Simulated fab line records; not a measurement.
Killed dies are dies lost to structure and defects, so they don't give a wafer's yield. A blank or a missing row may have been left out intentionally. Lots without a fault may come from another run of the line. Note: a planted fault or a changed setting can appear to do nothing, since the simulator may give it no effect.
2 desks, one fault :: flow sky130 :: each desk holds nothing but its own numbers, with what lay behind them at the end

## THE METROLOGY DESK
What the gauges read for every lot (on any tool): the sampled wafers with a number, averaged. Any lot whose mean is over 4 standard deviations away from the usual mean is out of limits and marked OUT; that distance is given in the brackets.
Columns: A = VIA1_BOW at SKY_VIA1_BOW_MEAS_03, usual 80 um; B = cd_nm at SKY_VIA1_CD_MEAS_12, usual 150.0 nm; C = VIA1_OVL at SKY_VIA1_OVL_MEAS_13, usual 3 nm
lot: L574
first seen here: day 35 01:15
A: 80
B: 149.8
C: 7

lot: L575
first seen here: day 35 01:35
A: 74
B: 148.7
C: 10

lot: L576
first seen here: day 35 03:07
A: 76
B: 150.3
C: 9

lot: L584
first seen here: day 38 06:59
A: 83
B: 150.8
C: 5

lot: L587
first seen here: day 38 18:44
A: 80
B: 152.1
C: 1

lot: L590
first seen here: day 39 18:51
A: 82
B: 149.1
C: -1

lot: L592
first seen here: day 40 01:11
A: 81
B: 148.3
C: 4
Result from this desk: across the 7 lots, nothing is out of limits.

## THE TOOL OWNER'S DESK: rie_diel-01
The tool's own readings at SKY_VIA1_ETCH_14 (etches BARC in N2/H2, stops on SiO2, time 45.9 s, target depth 60 nm): means of the sampled wafers that have a number, for each lot that ran on this tool. Any lot whose mean is over 4 standard deviations away from the usual mean is out of limits and marked OUT; that distance is given in the brackets.
Columns: A = drypump_motor_current_A at SKY_VIA1_ETCH_14, usual 5.9 A; B = h2_flow_sccm at SKY_VIA1_ETCH_14, usual 200.0 sccm; C = oes_product_au at SKY_VIA1_ETCH_14, usual 0.855 a.u.; D = rf_fwd_power_W at SKY_VIA1_ETCH_14, usual 495.5 W; E = throttle_valve_pct at SKY_VIA1_ETCH_14, usual 13.225 %
lot: L574
first seen here: day 36 03:14
A: 5.7
B: 200.3
C: 0.854
D: 415.5 (-38) OUT
E: 13.235

lot: L575
first seen here: day 36 04:11
A: 5.6
B: 199.8
C: 0.855
D: 414.7 (-38) OUT
E: 13.215

lot: L576
first seen here: day 36 06:02
A: 5.3
B: 200.1
C: 0.850
D: 413.6 (-39) OUT
E: 13.225

lot: L587
first seen here: day 39 19:41
A: 5.7
B: 199.7
C: 0.857
D: 495.6
E: 13.227

lot: L592
first seen here: day 41 02:34
A: 5.9
B: 200.3
C: 0.854
D: 495.1
E: 13.232
This desk's finding: out of limits on L574, L575, L576; first on L574, day 36 03:14 (rf_fwd_power_W at SKY_VIA1_ETCH_14). L587, L592 stayed within limits.

## PUT TOGETHER
On L574, L575, L576, at day 36 03:14, an alarm was possible from the tool owner's desk.
Metrology desk: nothing out of limits seen.
The metrology desk has L574, L575, L576 on record, within its limits.
All the named lots went through SKY_VIA1_ETCH_14 on rie_diel-01.

## WHAT WAS PUT IN BY THE SIMULATOR
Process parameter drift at SKY_VIA1_ETCH_14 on rie_diel-01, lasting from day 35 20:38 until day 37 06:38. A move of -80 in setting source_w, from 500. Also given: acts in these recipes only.
Shown lots that were struck: L574, L575, L576.
Hours from the fault's start to each desk's first reading out of limits: the tool owner's desk, 7.
